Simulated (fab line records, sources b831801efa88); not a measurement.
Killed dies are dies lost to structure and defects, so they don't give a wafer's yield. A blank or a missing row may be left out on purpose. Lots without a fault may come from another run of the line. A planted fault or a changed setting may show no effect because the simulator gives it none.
fab line records | flow sfq_line
record lots=7 wafers=21 last_day=92
route steps=325 shown M3@122 I3@133 M4@148 I4@163 M8@325
lots that met no fault: from a run of the same line without faults
start_h: hours from the record's first day to the start of the lot's first wafer shown | wait_h: hours since the lot's step before | " the same as in the row above | L1.1+2: a row that stands for several wafers | - no value, or no start given | * or withheld: withheld | < > ~ a bound
route shown NAME@n: a module of which the file shows steps, and the number in the route of the first | usual: mean/standard deviation of fault-free wafers | same: alike in all rows | chamber/n: place in a boat | sites: the reading at each site | _std_site: their standard deviation | _edge_site: outer sites' mean less inner sites' | radius_mm: how far each site lies from the wafer's centre | mask NAME#n: copy n | behind: the tool/chamber that last shaped the wafer | hold: why the lot was held/for how many hours/how that ended | device: the transistor (n, p or np) that didn't switch | end of line: the same wafers' tests at the end of the route | a step without rows: its recipe alone | killed: dies lost to structure and defects at the first sort, not the wafer's yield | map: a wafer's dies, x killed, . not, _ none there
set.NAME: the setting as run; set.NAME@STEP: as run at that earlier step | model.NAME: the simulator's own value behind a step, which no gauge read
lots at some steps of the route; a table a step, a row a wafer
services: from which hour (start_h, from the record's first day; less than 0 if before it) a tool's chamber was out of use, for how many hours, and why
## steps
# step SFQ_TRILAYER_M3_LITHO_COAT_080
# recipe resist=BARC spin_rpm=3000 resist_thk_nm=62
# step SFQ_TRILAYER_M3_LITHO_COAT_075
# recipe resist=KrF spin_rpm=3000 resist_thk_nm=600
# step SFQ_TRILAYER_M3_LITHO_SOFTBAKE_079
# recipe temp_c=withheld time_s=withheld resist=KrF
# step SFQ_TRILAYER_M3_LITHO_EXPOSE_076
# recipe mask_id=M3 na=0.6 source_shape=conventional sigma_outer=0.65 target_cd_nm=500 dose_mj=14.4
# step SFQ_TRILAYER_M3_LITHO_PEB_078
# recipe peb_temp_c=115 peb_time_s=60 resist=KrF
# step SFQ_TRILAYER_M3_LITHO_DEVELOP_077
# recipe time_s=60 resist=KrF
# step SFQ_M3_OVL_MEAS_921
# usual M3_OVL=2/5.5
# columns lot.wafer tool chamber start_h wait_h M3_OVL[nm]
L883.2 overlay-01 - 669.20 0.1 4
L883.4 " - " " 0
L883.6 " - " " 0
L885.1 overlay-01 - 758.42 0.1 4
L885.5 " - " " 2
L885.6 " - " " 9
L886.2 overlay-01 - 759.63 0.1 4
L886.5 " - " " 9
L886.6 " - " " -3
L887.1 overlay-01 - 760.82 0.1 1
L887.5 " - " " -4
L887.6 " - " " -4
L895.1 overlay-01 - 902.61 0.1 -1
L895.2 " - " " -4
L895.5 " - " " -4
L897.1 overlay-01 - 908.61 0.1 11
L897.3 " - " " 7
L897.4 " - " " 4
L904.1 overlay-01 - 944.24 0.1 10
L904.3 " - " " 15
L904.5 " - " " 7
# step SFQ_TRILAYER_M3_BARC_OPEN_METAL_ETCH_100
# recipe mask_material=PR chemistry=O2 target_depth_nm=125 target=BARC icp_w=600 bias_w=80 pressure_mtorr=10 time_s=41.7
# usual drypump_motor_current_A=5.4/0.39 oes_product_au=0.686/0.0045
# columns lot.wafer tool chamber start_h wait_h drypump_motor_current_A oes_product_au rf_hours_counter_h
L883.2 rie_metal-02 0 669.23 0.0 5.7 0.690 45
L883.4 " 0 " " 5.7 0.687 -
L883.6 " 1 " " 4.7 0.689 -
L885.1 rie_metal-03 0 758.46 0.0 5.3 0.686 50
L885.5 " 1 " " 5.5 0.692 -
L885.6 " 0 " " 5.3 0.682 -
L886.2 rie_metal-02 0 759.66 0.0 5.7 0.681 58
L886.5 " 0 " " 5.6 0.687 -
L886.6 " 1 " " 4.7 0.682 -
L887.1 rie_metal-01 1 760.86 0.0 5.4 0.686 1
L887.5 " 0 " " 5.9 0.685 -
L887.6 " 1 " " 5.4 0.690 -
L895.1 rie_metal-02 0 902.65 0.0 5.7 0.682 80
L895.2 " 1 " " 4.7 0.686 85
L895.5 " 1 " " 4.7 0.687 -
L897.1 rie_metal-02 1 908.65 0.0 4.7 0.682 87
L897.3 " 1 " " 4.7 0.678 -
L897.4 " 0 " " 5.7 0.683 -
L904.1 rie_metal-02 1 944.27 0.0 4.7 0.690 93
L904.3 " 1 " " 4.7 0.686 -
L904.5 " 1 " " 4.7 0.694 -
# step SFQ_TRILAYER_M3_ETCH_METAL_ETCH_078
# recipe target=Nb stop_on=SiO2 mask_material=PR chemistry=Cl2/Ar target_depth_nm=240 icp_w=600 bias_w=80 pressure_mtorr=10 time_s=120
# step SFQ_TRILAYER_M3_STRIP_STRIP_079
# recipe gas=O2 power_w=200 platen_temp_c=40 overash_fraction=0.65 chemistry=O2 pressure_mtorr=50
# step SFQ_TRILAYER_M3_STRIP_SOLV_CLEAN_080
# recipe chemistry=NMP temp_c=70 time_s=600
# step SFQ_TRILAYER_I3_DEP_PECVD_081
# recipe material=SiO2 temp_c=150 time_s=111.11 pressure_torr=2.4 rf_w=183.3 precursor=SiH4/N2O target_thk_nm=500
# usual heater_power_w=85/17 throttle_valve_pct=26.2/1.7
# columns lot.wafer tool chamber start_h wait_h heater_power_w throttle_valve_pct
L883.2 pecvd-04 2 670.19 0.0 83 24.1
L883.4 " 2 " " 84 24.3
L883.6 " 0 " " 94 23.7
L885.1 pecvd-02 0 759.42 0.0 61 27.5
L885.5 " 2 " " 66 25.4
L885.6 " 0 " " 66 27.2
L886.2 pecvd-03 2 761.19 0.0 98 26.0
L886.5 " 1 " " 102 25.1
L886.6 " 2 " " 80 25.7
L887.1 pecvd-02 1 761.82 0.0 71 29.2
L887.5 " 2 " " 65 25.7
L887.6 " 1 " " 73 29.2
L895.1 pecvd-03 0 903.61 0.0 108 27.4
L895.2 " 1 " " 98 25.0
L895.5 " 2 " " 93 25.6
L897.1 pecvd-03 2 909.61 0.0 96 25.4
L897.3 " 0 " " 111 27.4
L897.4 " 0 " " 112 27.4
L904.1 pecvd-02 1 945.23 0.0 77 29.0
L904.3 " 0 " " 63 27.6
L904.5 " 0 " " 65 27.5
# step SFQ_TRILAYER_I3_CMP_CMP_082
# recipe material=SiO2 down_force_psi=3 platen_rpm=60 pad_velocity_m_s=0.94248
# usual edge_zone_pressure_frac=1.000/0.0049 head_pressure_psi=2.999/0.0065 motor_current_A=9.6/0.58 retaining_ring_pressure_frac=1.000/0.0057 time_to_endpoint_s=213/7.1
# columns lot.wafer tool chamber start_h wait_h edge_zone_pressure_frac head_pressure_psi motor_current_A retaining_ring_pressure_frac time_to_endpoint_s model.SiO2_of_TRILAYER_I3_DEP_PECVD_081.thk_nm
L883.2 cmp-01 3 672.24 2.0 1.000 3.009 10.2 1.001 210 200.5
L883.4 " 1 673.24 3.0 0.993 2.989 9.3 0.999 219 200.9
L883.6 " 3 674.24 4.0 1.006 3.003 10.1 1.008 222 200.3
L885.1 cmp-01 3 760.84 1.4 - - - - - 500
L885.6 " 1 761.84 2.3 - - - - - 505.5
L885.5 " 2 " " - - - - - 510.6
L886.2 cmp-01 2 764.34 3.1 - - - - - 494.8
L886.5 " 3 " " - - - - - 503.6
L886.6 " 0 " " - - - - - 501.1
L887.1 cmp-01 2 766.34 4.5 - - - - - 498.8
L887.6 " 1 767.84 5.9 - - - - - 501
L887.5 " 2 " " - - - - - 512.4
L895.1 cmp-01 1 940.87 37.2 1.005 2.993 9.0 1.001 208 199.4
L895.2 " 2 " " 1.009 3.008 9.6 1.002 206 200.5
L895.5 " 0 942.37 38.7 0.995 3.002 8.7 1.000 220 201.3
L897.1 cmp-01 0 945.87 36.2 1.002 2.995 8.7 0.999 212 199.6
L897.3 " 2 946.87 37.2 0.999 2.997 9.3 1.006 204 199.1
L897.4 " 3 " " 1.002 2.998 10.8 0.998 213 198.6
L904.3 cmp-01 0 970.87 25.6 1.000 3.000 9.0 1.005 214 201.1
L904.1 " 1 " " 0.989 2.991 9.4 1.005 211 199.6
L904.5 " 3 972.37 27.1 0.992 3.002 10.3 0.996 218 201.5
# step SFQ_I3_BOW_MEAS_922
# recipe mode=bow
# usual I3_BOW=0/8.6
# columns lot.wafer tool chamber start_h wait_h I3_BOW[um]
L883.2 film_metro-03 - 674.76 2.0 13
L883.4 " - " " -4
L883.6 " - " " 14
L885.1 film_metro-04 - 762.84 1.5 8
L885.5 " - " " -10
L885.6 " - " " 7
L886.2 film_metro-04 - 765.86 1.0 -1
L886.5 " - " " 1
L886.6 " - " " -2
L887.1 film_metro-03 - 768.84 2.0 8
L887.5 " - " " 0
L887.6 " - " " 5
L895.1 film_metro-04 - 942.87 1.5 10
L895.2 " - " " 2
L895.5 " - " " -1
L897.1 film_metro-01 - 948.87 2.5 4
L897.3 " - " " 15
L897.4 " - " " 17
L904.1 film_metro-01 - 972.87 1.0 3
L904.3 " - " " -11
L904.5 " - " " -8
# step SFQ_TRILAYER_I3_METRO_MEASURE_083
# usual thk_nm=200.0/0.96
# columns lot.wafer tool chamber start_h wait_h thk_nm
L883.2 film_metro-03 - 675.06 0.3 200.4
L883.4 " - " " 200.9
L883.6 " - " " 200.3
L885.1 film_metro-04 - 762.96 0.1 500.0
L885.5 " - " " 510.5
L885.6 " - " " 505.4
L886.2 film_metro-04 - 766.16 0.3 494.9
L886.5 " - " " 503.2
L886.6 " - " " 500.8
L887.1 film_metro-03 - 768.96 0.1 498.4
L887.5 " - " " 512.2
L887.6 " - " " 501.1
L895.1 film_metro-04 - 942.99 0.1 199.3
L895.2 " - " " 200.5
L895.5 " - " " 201.4
L897.1 film_metro-01 - 948.99 0.1 199.8
L897.3 " - " " 199.0
L897.4 " - " " 198.7
L904.1 film_metro-01 - 972.99 0.1 199.5
L904.3 " - " " 201.2
L904.5 " - " " 201.4
# step SFQ_TRILAYER_I3_VIA_LITHO_COAT_090
# recipe resist=BARC spin_rpm=3000 resist_thk_nm=62
# step SFQ_TRILAYER_I3_VIA_LITHO_COAT_085
# recipe resist=KrF spin_rpm=3000 resist_thk_nm=650
# step SFQ_TRILAYER_I3_VIA_LITHO_SOFTBAKE_089
# recipe temp_c=withheld time_s=withheld resist=KrF
# step SFQ_TRILAYER_I3_VIA_LITHO_EXPOSE_086
# recipe mask_id=I3 na=0.6 source_shape=conventional sigma_outer=0.65 target_cd_nm=500 dose_mj=21.3
# step SFQ_TRILAYER_I3_VIA_LITHO_PEB_088
# recipe peb_temp_c=115 peb_time_s=60 resist=KrF
# step SFQ_TRILAYER_I3_VIA_LITHO_DEVELOP_087
# recipe time_s=60 resist=KrF
# step SFQ_I3_OVL_MEAS_923
# usual I3_OVL=-3/5.4
# columns lot.wafer tool chamber start_h wait_h I3_OVL[nm]
L883.2 overlay-02 - 823.99 0.1 -7
L883.4 " - " " -9
L883.6 " - " " -12
L885.1 overlay-01 - 894.31 0.1 -5
L885.5 " - " " -8
L885.6 " - " " -4
L886.2 overlay-02 - 897.86 0.1 -9
L886.5 " - " " -9
L886.6 " - " " -3
L887.1 overlay-02 - 900.25 0.1 2
L887.5 " - " " -3
L887.6 " - " " -7
L895.1 overlay-01 - 1087.01 0.1 -3
L895.2 " - " " -1
L895.5 " - " " -3
L897.1 overlay-02 - 1095.41 0.1 -6
L897.3 " - " " -9
L897.4 " - " " -10
L904.1 overlay-02 - 1128.06 0.1 -2
L904.3 " - " " -2
L904.5 " - " " -2
# step SFQ_TRILAYER_I3_VIA_BARC_OPEN_VIA_ETCH_121
# recipe mask_material=PR chemistry=O2 target_depth_nm=125 target=BARC source_w=500 bias_w=80 pressure_mtorr=30 time_s=41.7
# usual drypump_motor_current_A=5.9/0.55 oes_product_au=0.685/0.0045
# columns lot.wafer tool chamber start_h wait_h drypump_motor_current_A oes_product_au rf_hours_counter_h
L883.2 rie_diel-03 3 824.02 0.0 6.7 0.688 0
L883.4 " 2 " " 5.8 0.683 14
L883.6 " 0 " " 6.3 0.687 -
L885.1 rie_diel-03 0 894.34 0.0 6.4 0.684 18
L885.5 " 3 " " 6.7 0.686 -
L885.6 " 0 " " 6.4 0.687 -
L886.2 rie_diel-04 0 897.89 0.0 5.1 0.683 17
L886.5 " 1 " " 6.4 0.684 -
L886.6 " 0 " " 5.2 0.682 -
L887.1 rie_diel-03 3 900.29 0.0 6.7 0.686 1
L887.5 " 3 " " 6.7 0.696 -
L887.6 " 2 " " 5.8 0.684 -
L895.1 rie_diel-04 0 1087.05 0.0 5.2 0.683 20
L895.2 " 3 " " 5.7 0.682 3
L895.5 " 0 " " 5.1 0.686 -
L897.1 rie_diel-04 1 1095.45 0.0 6.4 0.686 9
L897.3 " 0 " " 5.2 0.686 20
L897.4 " 1 " " 6.4 0.690 -
L904.1 rie_diel-02 0 1128.10 0.0 5.0 0.691 13
L904.3 " 2 " " 6.7 0.687 9
L904.5 " 1 " " 5.8 0.685 -
# step SFQ_TRILAYER_I3_VIA_ETCH_VIA_ETCH_088
# recipe target=SiO2 stop_on=Nb mask_material=PR taper_deg=20 chemistry=CHF3 target_depth_nm=260 source_w=500 bias_w=80 pressure_mtorr=30 time_s=withheld
# usual drypump_motor_current_A=5.9/0.55 oes_product_au=0.854/0.005
# columns lot.wafer tool chamber start_h wait_h drypump_motor_current_A oes_product_au model.etch.depth_nm model.I3.feature_depth_nm
L883.2 rie_diel-03 3 824.06 0.0 6.7 0.862 200.5 200.5
L883.4 " 2 " " 5.8 0.859 200.9 200.9
L883.6 " 0 " " 6.4 0.852 200.3 200.3
L885.1 rie_diel-03 0 894.38 0.0 6.4 1.614 257.8 257.8
L885.5 " 3 " " 6.7 1.624 260.8 260.8
L885.6 " 0 " " 6.4 1.610 258.5 258.5
L886.2 rie_diel-04 0 897.93 0.0 5.2 1.614 257.3 257.3
L886.5 " 1 " " 6.4 1.609 256.8 256.8
L886.6 " 0 " " 5.2 1.610 257.2 257.2
L887.1 rie_diel-03 3 900.33 0.0 6.7 1.639 262.6 262.6
L887.5 " 3 " " 6.7 1.639 262.6 262.6
L887.6 " 2 " " 5.8 1.638 262 262
L895.1 rie_diel-04 0 1087.09 0.0 5.2 0.858 199.4 199.4
L895.2 " 3 " " 5.8 0.859 200.5 200.5
L895.5 " 0 " " 5.1 0.855 201.3 201.3
L897.1 rie_diel-04 1 1095.49 0.0 6.4 0.859 199.6 199.6
L897.3 " 0 " " 5.2 0.855 199.1 199.1
L897.4 " 1 " " 6.4 0.851 198.6 198.6
L904.1 rie_diel-02 0 1128.14 0.0 5.0 0.857 199.6 199.6
L904.3 " 2 " " 6.7 0.861 201.1 201.1
L904.5 " 1 " " 5.7 0.855 201.5 201.5
# step SFQ_TRILAYER_I3_VIA_STRIP_STRIP_089
# recipe gas=O2 power_w=200 platen_temp_c=40 overash_fraction=0.65 chemistry=O2 pressure_mtorr=50
# step SFQ_TRILAYER_I3_VIA_STRIP_SOLV_CLEAN_090
# recipe chemistry=NMP temp_c=70 time_s=600
# step SFQ_TRILAYER_M4_DEP_PRE_CLEAN_092
# recipe gas=Ar time_s=22.5 bias_v=250
# columns lot.wafer tool chamber start_h wait_h model.SiO2_of_TRILAYER_I3_DEP_PECVD_081.thk_nm
L883.2 pvd_sputter-04 - 824.95 0.0 193
L883.4 " - " " 193.4
L883.6 " - " " 192.8
L885.1 pvd_sputter-04 - 895.27 0.0 492.5
L885.5 " - " " 503.1
L885.6 " - " " 498
L886.2 pvd_sputter-03 - 898.81 0.0 487.3
L886.5 " - " " 496.1
L886.6 " - " " 493.6
L887.1 pvd_sputter-04 - 901.21 0.0 491.3
L887.5 " - " " 504.9
L887.6 " - " " 493.5
L895.1 pvd_sputter-03 - 1087.98 0.0 191.9
L895.2 " - " " 193
L895.5 " - " " 193.8
L897.1 pvd_sputter-03 - 1096.39 0.0 192.1
L897.3 " - " " 191.6
L897.4 " - " " 191.1
L904.1 pvd_sputter-03 - 1129.03 0.0 192.1
L904.3 " - " " 193.6
L904.5 " - " " 194
# step SFQ_TRILAYER_M4_DEP_SPUTTER_091
# recipe material=Nb base_pressure_pa=1.33e-06 chamber_pressure_pa=0.1333 substrate_temp_c=20 resputter_cathode_voltage_v=400 target_thk_nm=200 power_w=2000 time_s=133.3
# usual substrate_temp_c=19.97/0.1 throttle_valve_pct=30.1/0.85
# columns lot.wafer tool chamber start_h wait_h substrate_temp_c throttle_valve_pct
L883.2 pvd_sputter-04 - 824.98 0.0 20.01 30.5
L883.4 " - " " 20.04 29.5
L883.6 " - " " 20.05 29.5
L885.1 pvd_sputter-04 - 895.30 0.0 19.98 29.5
L885.5 " - " " 19.91 29.6
L885.6 " - " " 19.72 31.7
L886.2 pvd_sputter-03 - 898.84 0.0 19.91 31.6
L886.5 " - " " 19.94 30.9
L886.6 " - " " 20.05 30.0
L887.1 pvd_sputter-04 - 901.24 0.0 19.95 30.6
L887.5 " - " " 19.80 30.5
L887.6 " - " " 19.97 29.4
L895.1 pvd_sputter-03 - 1088.00 0.0 20.15 29.3
L895.2 " - " " 19.94 30.8
L895.5 " - " " 20.04 31.2
L897.1 pvd_sputter-03 - 1096.42 0.0 20.14 31.5
L897.3 " - " " 20.17 30.8
L897.4 " - " " 19.95 30.3
L904.1 pvd_sputter-03 - 1129.05 0.0 19.87 30.0
L904.3 " - " " 19.93 31.1
L904.5 " - " " 20.00 31.1
# step SFQ_M4_RS_MEAS_924
# recipe thk_meas_gauge=four-point-probe reads=Nb_of_TRILAYER_M4_DEP_SPUTTER_091
# usual M4_NB_RS=0.891/0.011
# columns lot.wafer tool chamber start_h wait_h M4_NB_RS[ohm/sq]
L883.2 film_metro-04 - 825.53 0.5 0.893
L883.4 " - " " 0.896
L883.6 " - " " 0.889
L885.1 film_metro-02 - 895.39 0.0 0.894
L885.5 " - " " 0.899
L885.6 " - " " 0.899
L886.2 film_metro-02 - 898.95 0.1 0.898
L886.5 " - " " 0.882
L886.6 " - " " 0.902
L887.1 film_metro-01 - 901.33 0.0 0.907
L887.5 " - " " 0.912
L887.6 " - " " 0.909
L895.1 film_metro-01 - 1088.10 0.0 0.890
L895.2 " - " " 0.879
L895.5 " - " " 0.901
L897.1 film_metro-02 - 1096.51 0.0 0.910
L897.3 " - " " 0.900
L897.4 " - " " 0.908
L904.1 film_metro-01 - 1129.15 0.0 0.895
L904.3 " - " " 0.902
L904.5 " - " " 0.905
# step SFQ_TRILAYER_M4_LITHO_COAT_098
# recipe resist=BARC spin_rpm=3000 resist_thk_nm=62
# step SFQ_TRILAYER_M4_LITHO_COAT_093
# recipe resist=KrF spin_rpm=3000 resist_thk_nm=600
# step SFQ_TRILAYER_M4_LITHO_SOFTBAKE_097
# recipe temp_c=withheld time_s=withheld resist=KrF
# step SFQ_TRILAYER_M4_LITHO_EXPOSE_094
# recipe mask_id=M4 na=0.6 source_shape=conventional sigma_outer=0.65 target_cd_nm=500 dose_mj=14.4
# step SFQ_TRILAYER_M4_LITHO_PEB_096
# recipe peb_temp_c=115 peb_time_s=60 resist=KrF
# step SFQ_TRILAYER_M4_LITHO_DEVELOP_095
# recipe time_s=60 resist=KrF
# step SFQ_M4_OVL_MEAS_926
# usual M4_OVL=4/5.4
# columns lot.wafer tool chamber start_h wait_h M4_OVL[nm]
L883.2 overlay-01 - 954.39 0.1 2
L883.4 " - " " 0
L883.6 " - " " 2
L885.1 overlay-02 - 1032.76 0.1 10
L885.5 " - " " 9
L885.6 " - " " 11
L886.2 overlay-02 - 1037.57 0.1 3
L886.5 " - " " -2
L886.6 " - " " 3
L887.1 overlay-02 - 1038.76 0.1 10
L887.5 " - " " 9
L887.6 " - " " -1
L895.1 overlay-02 - 1090.53 0.1 -3
L895.2 " - " " 2
L895.5 " - " " 1
L897.1 overlay-01 - 1104.04 0.1 10
L897.3 " - " " 7
L897.4 " - " " 7
L904.1 overlay-02 - 1131.58 0.1 1
L904.3 " - " " -3
L904.5 " - " " 0
# step SFQ_TRILAYER_M4_BARC_OPEN_METAL_ETCH_123
# recipe mask_material=PR chemistry=O2 target_depth_nm=125 target=BARC icp_w=600 bias_w=80 pressure_mtorr=10 time_s=41.7
# step SFQ_TRILAYER_M4_ETCH_METAL_ETCH_096
# recipe target=Nb stop_on=SiO2 mask_material=PR chemistry=Cl2/Ar target_depth_nm=240 icp_w=600 bias_w=80 pressure_mtorr=10 time_s=120
# step SFQ_TRILAYER_M4_STRIP_STRIP_097
# recipe gas=O2 power_w=200 platen_temp_c=40 overash_fraction=0.65 chemistry=O2 pressure_mtorr=50
# step SFQ_TRILAYER_M4_STRIP_SOLV_CLEAN_098
# recipe chemistry=NMP temp_c=70 time_s=600
# step SFQ_TRILAYER_I4_DEP_PECVD_099
# recipe material=SiO2 temp_c=150 time_s=111.11 pressure_torr=2.4 rf_w=183.3 precursor=SiH4/N2O target_thk_nm=500
# usual heater_power_w=81/17 throttle_valve_pct=26.1/1.8
# columns lot.wafer tool chamber start_h wait_h heater_power_w throttle_valve_pct
L883.2 pecvd-01 1 955.38 0.0 81 25.6
L883.4 " 0 " " 81 24.8
L883.6 " 2 " " 109 25.6
L885.1 pecvd-02 2 1034.54 0.0 64 25.7
L885.5 " 1 " " 69 29.3
L885.6 " 0 " " 63 27.4
L886.2 pecvd-01 2 1039.34 0.0 115 25.8
L886.5 " 1 " " 79 25.9
L886.6 " 0 " " 88 24.9
L887.1 pecvd-03 0 1039.76 0.0 108 24.8
L887.5 " 2 " " 101 23.5
L887.6 " 0 " " 106 24.8
L895.1 pecvd-02 0 1091.54 0.0 56 27.4
L895.2 " 1 " " 74 29.2
L895.5 " 0 " " 59 27.5
L897.1 pecvd-01 0 1105.03 0.0 83 24.7
L897.3 " 1 " " 77 26.6
L897.4 " 0 " " 85 25.4
L904.1 pecvd-01 1 1132.57 0.0 79 26.4
L904.3 " 0 " " 82 25.1
L904.5 " 2 " " 96 25.9
# step SFQ_M8_BOW_MEAS_951
# recipe mode=bow
# usual M8_BOW=7/10
# columns lot.wafer tool chamber start_h wait_h M8_BOW[um] model.etest.i3.link_ohm
L883.2 film_metro-03 - 2049.80 0.0 14 1.954
L883.4 " - " " -2 1.98
L883.6 " - " " 15 1.965
L885.1 film_metro-03 - 2056.98 0.0 18 1e+06
L885.5 " - " " 0 1e+06
L885.6 " - " " 18 1e+06
L886.2 film_metro-02 - 2060.60 0.0 11 1e+06
L886.5 " - " " 12 1e+06
L886.6 " - " " 10 1e+06
L887.1 film_metro-02 - 2064.18 0.0 17 1e+06
L887.5 " - " " 9 1e+06
L887.6 " - " " 15 1e+06
L895.1 film_metro-02 - 2166.89 0.0 5 1.955
L895.2 " - " " -3 1.952
L895.5 " - " " -6 1.977
L897.1 film_metro-04 - 2178.90 0.0 2 2.003
L897.3 " - " " 12 1.993
L897.4 " - " " 14 2.004
L904.1 film_metro-03 - 2207.47 0.0 2 1.96
L904.3 " - " " -11 1.961
L904.5 " - " " -9 1.98
## services
# columns tool chamber start_h hours kind
cmp-01 - 696.53 1.0 repair
cmp-01 - 699.57 1.4 repair
rie_diel-03 - 731.93 0.7 repair
rie_diel-03 - 733.96 0.3 repair
rie_diel-04 0 746.09 7.4 repair
pvd_sputter-04 - 756.63 0.5 repair
pvd_sputter-03 - 800.22 1.2 repair
pvd_sputter-03 - 800.86 3.2 repair
cmp-01 - 816.84 4.5 pm
rie_diel-03 3 830.25 6.4 repair
rie_diel-03 2 835.72 6.5 repair
rie_diel-04 1 861.68 7.4 repair
cmp-01 - 874.59 3.5 repair
cmp-01 - 879.24 1.2 repair
rie_diel-04 - 879.86 0.1 repair
cmp-01 - 890.04 4.4 pm
cmp-01 - 900.46 14.4 pm
rie_diel-04 3 911.57 8.2 repair
rie_diel-04 0 915.36 15.6 repair
cmp-01 - 923.87 4.0 pm
pvd_sputter-03 - 962.28 0.6 repair
pvd_sputter-03 - 982.40 11.8 repair
cmp-01 - 999.74 1.7 repair
pvd_sputter-03 - 1070.57 3.9 repair
## key
first_sign step=SFQ_TRILAYER_I3_CMP_CMP_082 reading=tool_record direction=missing
effect step=SFQ_TRILAYER_I3_METRO_MEASURE_083 reading=thk_nm direction=up sigmas=99+ usual=200.0 struck=503.0
effect step=SFQ_TRILAYER_I3_VIA_ETCH_VIA_ETCH_088 reading=oes_product_au direction=up sigmas=99+ usual=0.854 struck=1.622
model_effect step=SFQ_TRILAYER_I3_CMP_CMP_082 value=SiO2_of_TRILAYER_I3_DEP_PECVD_081.thk_nm without=200.2 struck=503.1
model_effect step=SFQ_TRILAYER_I3_VIA_ETCH_VIA_ETCH_088 value=etch.depth_nm without=200.2 struck=259.5
model_effect step=SFQ_TRILAYER_M4_DEP_PRE_CLEAN_092 value=SiO2_of_TRILAYER_I3_DEP_PECVD_081.thk_nm without=192.7 struck=495.6
model_effect step=SFQ_M8_BOW_MEAS_951 value=etest.i3.link_ohm without=1.98 struck=1e+06
met_at SFQ_TRILAYER_I3_CMP_CMP_082
struck_wafers L885.1,L885.5,L885.6,L886.2,L886.5,L886.6,L887.1,L887.5,L887.6
onset_between 672.24 760.84
fault kind=skipped_step_whole tool=cmp-01 chamber=- onset_h=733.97 steps=SFQ_TRILAYER_I3_CMP_CMP_082 scope=struck_lots_only
